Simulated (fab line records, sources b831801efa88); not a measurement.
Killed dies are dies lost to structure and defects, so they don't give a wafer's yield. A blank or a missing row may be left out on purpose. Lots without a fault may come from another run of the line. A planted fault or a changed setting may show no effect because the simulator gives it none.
Which tool did it? | flow sky130 | 24 lots, 72 wafers sampled, at 5 steps of a route of 708

WHAT THE GAUGES READ, wafer by wafer
SKY_METAL1_THK_MEAS_06: measures by xrf. Usual: METAL1_ALCU_THK 256 nm, standard deviation 3.3.
lot  | measured     | on            | METAL1_ALCU_THK (nm) | flag
L074 | day 30 19:21 | film_metro-01 | 260 262 261          |
L075 | day 31 09:05 | film_metro-03 | 257 253 257          |
L076 | day 31 18:28 | film_metro-01 | 255 256 256          |
L077 | day 32 05:52 | film_metro-01 | 252 251 253          |
L078 | day 32 21:46 | film_metro-03 | 259 262 260          |
L079 | day 33 10:53 | film_metro-01 | 249 250 252          |
L080 | day 33 16:45 | film_metro-02 | 256 254 254          |
L081 | day 33 20:50 | film_metro-03 | 256 256 255          |
L082 | day 34 11:50 | film_metro-03 | 258 259 259          |
L084 | day 34 18:03 | film_metro-01 | 253 255 257          |
L083 | day 34 19:43 | film_metro-01 | 258 258 259          |
L085 | day 34 22:22 | film_metro-03 | 252 255 251          |
L086 | day 35 07:40 | film_metro-02 | 254 252 251          |
L087 | day 35 16:35 | film_metro-03 | 262 256 262          |
L088 | day 35 20:55 | film_metro-01 | 259 254 255          |
L090 | day 37 06:44 | film_metro-02 | 254 257 256          |
L091 | day 37 06:46 | film_metro-03 | 258 253 253          |
L089 | day 37 07:01 | film_metro-03 | 255 253 259          |
L092 | day 37 08:40 | film_metro-03 | 261 258 255          |
L093 | day 37 17:52 | film_metro-02 | 257 260 259          |
L094 | day 38 10:53 | film_metro-02 | 251 245 255          |
L096 | day 39 03:43 | film_metro-03 | 257 254 261          |
L095 | day 39 04:19 | film_metro-02 | 257 254 255          |
L097 | day 39 08:37 | film_metro-01 | 254 256 252          |

SKY_VIA1_THK_MEAS_23: measures by xrf. Usual: VIA1_W_THK 273 nm, standard deviation 3.9.
lot  | measured     | on            | VIA1_W_THK (nm) | flag
L074 | day 33 04:55 | film_metro-04 | 271 277 279     |
L075 | day 33 16:48 | film_metro-04 | 271 272 281     |
L076 | day 34 02:13 | film_metro-02 | 273 271 269     |
L077 | day 34 13:42 | film_metro-02 | 276 275 274     |
L078 | day 35 04:34 | film_metro-04 | 278 270 274     |
L079 | day 35 18:11 | film_metro-02 | 274 270 277     |
L080 | day 36 00:14 | film_metro-04 | 278 276 279     |
L081 | day 36 03:13 | film_metro-01 | 271 280 272     |
L082 | day 36 18:04 | film_metro-02 | 273 271 274     |
L084 | day 37 00:23 | film_metro-04 | 272 278 279     |
L083 | day 37 02:53 | film_metro-04 | 269 277 273     |
L085 | day 37 04:59 | film_metro-04 | 277 272 274     |
L086 | day 37 13:58 | film_metro-04 | 277 278 271     |
L087 | day 37 23:07 | film_metro-02 | 271 274 269     |
L088 | day 38 03:57 | film_metro-04 | 278 278 280     |
L090 | day 39 11:22 | film_metro-01 | 272 275 277     |
L091 | day 39 11:24 | film_metro-02 | 274 266 273     |
L089 | day 39 11:50 | film_metro-02 | 269 266 272     |
L092 | day 39 13:10 | film_metro-01 | 268 269 278     |
L093 | day 39 22:07 | film_metro-04 | 273 280 272     |
L094 | day 40 14:29 | film_metro-04 | 276 270 276     |
L096 | day 41 07:38 | film_metro-01 | 269 277 268     |
L095 | day 41 07:50 | film_metro-02 | 271 271 268     |
L097 | day 41 12:20 | film_metro-02 | 268 275 276     |

WHICH TOOL RAN EACH LOT (tool, then ch and the chambers of the sampled wafers, then the start)
lot  | SKY_LI_CONTACT_CMP_02         | SKY_CONTACT_CVD_00              | SKY_CONTACT_ETCH_17
L074 | cmp-01 ch 0,1,3, day 27 05:39 | pecvd-04 ch 0,1, day 29 13:32   | rie_diel-01 ch 0,1,2, day 30 17:46
L075 | cmp-02 ch 0,2,3, day 27 20:14 | pecvd-03 ch 0,1,2, day 30 04:23 | rie_diel-02 ch 0,1,2, day 31 07:28
L076 | cmp-01 ch 0,1,2, day 28 03:25 | pecvd-04 ch 0,2, day 30 13:02   | rie_diel-04 ch 1,3, day 31 16:46
L077 | cmp-02 ch 1,2,3, day 28 16:27 | pecvd-01 ch 0,2, day 31 00:51   | rie_diel-04 ch 2,3, day 32 04:13
L078 | cmp-02 ch 1,2,3, day 29 08:03 | pecvd-01 ch 0,1,2, day 31 16:52 | rie_diel-01 ch 0,1,3, day 32 20:08
L079 | cmp-02 ch 1,2,3, day 29 21:12 | pecvd-01 ch 1,2, day 32 06:06   | rie_diel-02 ch 0,1,2, day 33 09:16
L080 | cmp-01 ch 0,1,3, day 30 04:35 | pecvd-03 ch 0,2, day 32 11:56   | rie_diel-01 ch 0,1,3, day 33 15:07
L081 | cmp-02 ch 2,3, day 30 07:34   | pecvd-04 ch 0,1, day 32 15:58   | rie_diel-01 ch 0,2,3, day 33 19:13
L082 | cmp-02 ch 0,1,3, day 30 21:38 | pecvd-03 ch 0,1, day 33 07:30   | rie_diel-02 ch 1,2,3, day 34 10:14
L084 | cmp-01 ch 0,3, day 31 05:32   | pecvd-01 ch 0,1,2, day 33 13:28 | rie_diel-02 ch 0,1, day 34 16:25
L083 | cmp-01 ch 0,1,2, day 31 07:31 | pecvd-04 ch 0,1,2, day 33 14:43 | rie_diel-04 ch 1,3, day 34 18:07
L085 | cmp-01 ch 2,3, day 31 08:57   | pecvd-03 ch 0,1, day 33 16:56   | rie_diel-01 ch 1,2,3, day 34 20:44
L086 | cmp-01 ch 0,2,3, day 31 19:26 | pecvd-01 ch 0,1,2, day 34 02:47 | rie_diel-02 ch 0,1,3, day 35 06:02
L087 | cmp-02 ch 0,1,3, day 32 04:48 | pecvd-01 ch 0,2, day 34 12:31   | rie_diel-02 ch 2,3, day 35 14:58
L088 | cmp-02 ch 1,2,3, day 32 08:40 | pecvd-04 ch 1,2, day 34 16:32   | rie_diel-01 ch 0,1,2, day 35 19:19
L090 | cmp-02 ch 0,1,3, day 33 18:07 | pecvd-01 ch 0,1,2, day 36 01:19 | rie_diel-02 ch 1,2,3, day 37 05:07
L091 | cmp-01 ch 1,2,3, day 33 18:18 | pecvd-03 ch 0,2, day 36 01:45   | rie_diel-04 ch 0,2, day 37 05:10
L089 | cmp-02 ch 0,1,3, day 33 19:28 | pecvd-04 ch 1,2, day 36 02:02   | rie_diel-01 ch 0,3, day 37 05:14
L092 | cmp-01 ch 0,1,3, day 33 21:21 | pecvd-01 ch 0,1,2, day 36 03:27 | rie_diel-01 ch 0,2,3, day 37 07:04
L093 | cmp-01 ch 0,1,2, day 34 05:46 | pecvd-04 ch 0,1,2, day 36 13:22 | rie_diel-01 ch 1,2, day 37 16:16
L094 | cmp-01 ch 0,2,3, day 34 23:23 | pecvd-01 ch 0,1,2, day 37 06:19 | rie_diel-01 ch 1,3, day 38 09:14
L096 | cmp-01 ch 1,2, day 35 17:28   | pecvd-04 ch 0, day 38 00:52     | rie_diel-01 ch 0,1,3, day 39 02:05
L095 | cmp-02 ch 0,3, day 35 17:50   | pecvd-01 ch 0,1,2, day 38 01:16 | rie_diel-02 ch 0,1,2, day 39 02:26
L097 | cmp-01 ch 1,2,3, day 35 22:37 | pecvd-03 ch 1,2, day 38 05:24   | rie_diel-01 ch 0,2,3, day 39 06:55
- SKY_LI_CONTACT_CMP_02: polishes PSG.
- SKY_CONTACT_CVD_00: deposits Si3N4, target thk 75 nm.
- SKY_CONTACT_ETCH_17: etches SiO2 in C4F8/O2/Ar, stops on Si3N4, target depth 340 nm.

WHAT THE TOOLS THEMSELVES READ (means of the sampled wafers that have a number; where no wafer has one, the mark that the record gives instead)
SKY_LI_CONTACT_CMP_02. Usual: motor_current_A 11.3 A, standard deviation 1.2; time_to_endpoint_s 32 s, standard deviation 3.1.
lot  | tool   | motor_current_A (A) | time_to_endpoint_s (s) | flag
L074 | cmp-01 | 11.0                | 33                     |
L075 | cmp-02 | 11.3                | 30                     |
L076 | cmp-01 | 11.2                | 33                     |
L077 | cmp-02 | 10.8                | 31                     |
L078 | cmp-02 | 11.0                | 31                     |
L079 | cmp-02 | 10.9                | 35                     |
L080 | cmp-01 | 10.7                | 33                     |
L081 | cmp-02 | 11.1                | 29                     |
L082 | cmp-02 | 11.6                | 31                     |
L084 | cmp-01 | 11.3                | 29                     |
L083 | cmp-01 | 11.1                | 32                     |
L085 | cmp-01 | 11.8                | 33                     |
L086 | cmp-01 | 11.9                | 35                     |
L087 | cmp-02 | 12.3                | 34                     |
L088 | cmp-02 | 10.9                | 32                     |
L090 | cmp-02 | 12.4                | 33                     |
L091 | cmp-01 | 10.8                | 32                     |
L089 | cmp-02 | 11.9                | 31                     |
L092 | cmp-01 | 10.7                | 32                     |
L093 | cmp-01 | 11.2                | 30                     |
L094 | cmp-01 | 11.6                | 30                     |
L096 | cmp-01 | 10.5                | 31                     |
L095 | cmp-02 | 12.2                | 30                     |
L097 | cmp-01 | 11.3                | 32                     |

SKY_CONTACT_CVD_00. Usual: heater_power_outer_w 432 W, standard deviation 68; heater_power_w 721 W, standard deviation 110; susceptor_temp_C 399.97 C, standard deviation 0.23.
lot  | tool     | heater_power_outer_w (W) | heater_power_w (W) | susceptor_temp_C (C) | flag
L074 | pecvd-04 | 401                      | 630                | 399.96               |
L075 | pecvd-03 | 522                      | 881                | 399.81               |
L076 | pecvd-04 | 392                      | 642                | 399.69               |
L077 | pecvd-01 | 403                      | 665                | 399.80               |
L078 | pecvd-01 | 426                      | 701                | 399.99               |
L079 | pecvd-01 | 381                      | 683                | 400.26               |
L080 | pecvd-03 | 462                      | 845                | 400.09               |
L081 | pecvd-04 | 392                      | 613                | 400.22               |
L082 | pecvd-03 | 498                      | 840                | 399.81               |
L084 | pecvd-01 | 408                      | 700                | 399.95               |
L083 | pecvd-04 | 385                      | 620                | 400.00               |
L085 | pecvd-03 | 507                      | 854                | 400.12               |
L086 | pecvd-01 | 422                      | 696                | 399.98               |
L087 | pecvd-01 | 370                      | 616                | 399.71               |
L088 | pecvd-04 | 392                      | 625                | 399.80               |
L090 | pecvd-01 | 428                      | 722                | 400.04               |
L091 | pecvd-03 | 525                      | 935                | 399.96               |
L089 | pecvd-04 | 375                      | 601                | 399.92               |
L092 | pecvd-01 | 371                      | 650                | 400.16               |
L093 | pecvd-04 | 411                      | 663                | 399.96               |
L094 | pecvd-01 | 413                      | 689                | 400.07               |
L096 | pecvd-04 | 413                      | 696                | 400.16               |
L095 | pecvd-01 | 403                      | 691                | 400.18               |
L097 | pecvd-03 | 544                      | 851                | 399.68               |

SKY_CONTACT_ETCH_17. Usual: oes_product_au 0.891 a.u., standard deviation 0.0047.
lot  | tool        | oes_product_au (a.u.) | flag
L074 | rie_diel-01 | 0.894                 |
L075 | rie_diel-02 | 0.897                 |
L076 | rie_diel-04 | 0.890                 |
L077 | rie_diel-04 | 0.895                 |
L078 | rie_diel-01 | 0.889                 |
L079 | rie_diel-02 | 0.889                 |
L080 | rie_diel-01 | 0.892                 |
L081 | rie_diel-01 | 0.897                 |
L082 | rie_diel-02 | 0.885                 |
L084 | rie_diel-02 | 0.887                 |
L083 | rie_diel-04 | 0.894                 |
L085 | rie_diel-01 | 0.888                 |
L086 | rie_diel-02 | 0.892                 |
L087 | rie_diel-02 | 0.893                 |
L088 | rie_diel-01 | 0.894                 |
L090 | rie_diel-02 | 0.886                 |
L091 | rie_diel-04 | 0.889                 |
L089 | rie_diel-01 | 0.886                 |
L092 | rie_diel-01 | 0.887                 |
L093 | rie_diel-01 | 0.888                 |
L094 | rie_diel-01 | 0.894                 |
L096 | rie_diel-01 | 0.891                 |
L095 | rie_diel-02 | 0.891                 |
L097 | rie_diel-01 | 0.893                 |

THE ANSWER, worked out from the rows above alone
Rule: a lot is off if the mean of its wafers that have a number lies more than 3 standard deviations from the usual mean. A lot without any number at a reading at which 4 lots or more have one is off too. The other lots that the step has rows for count as sound. The gauges are gone through in route order, then the tools' own readings, and for those a lot's mean is taken as printed above. The first step at which some lot is off is used, and at that step the reading that is off furthest; a lot without a number counts as furthest.
No lot is off at any reading shown: from this, nothing can be told.

WHAT THE SIMULATOR HAD PUT IN
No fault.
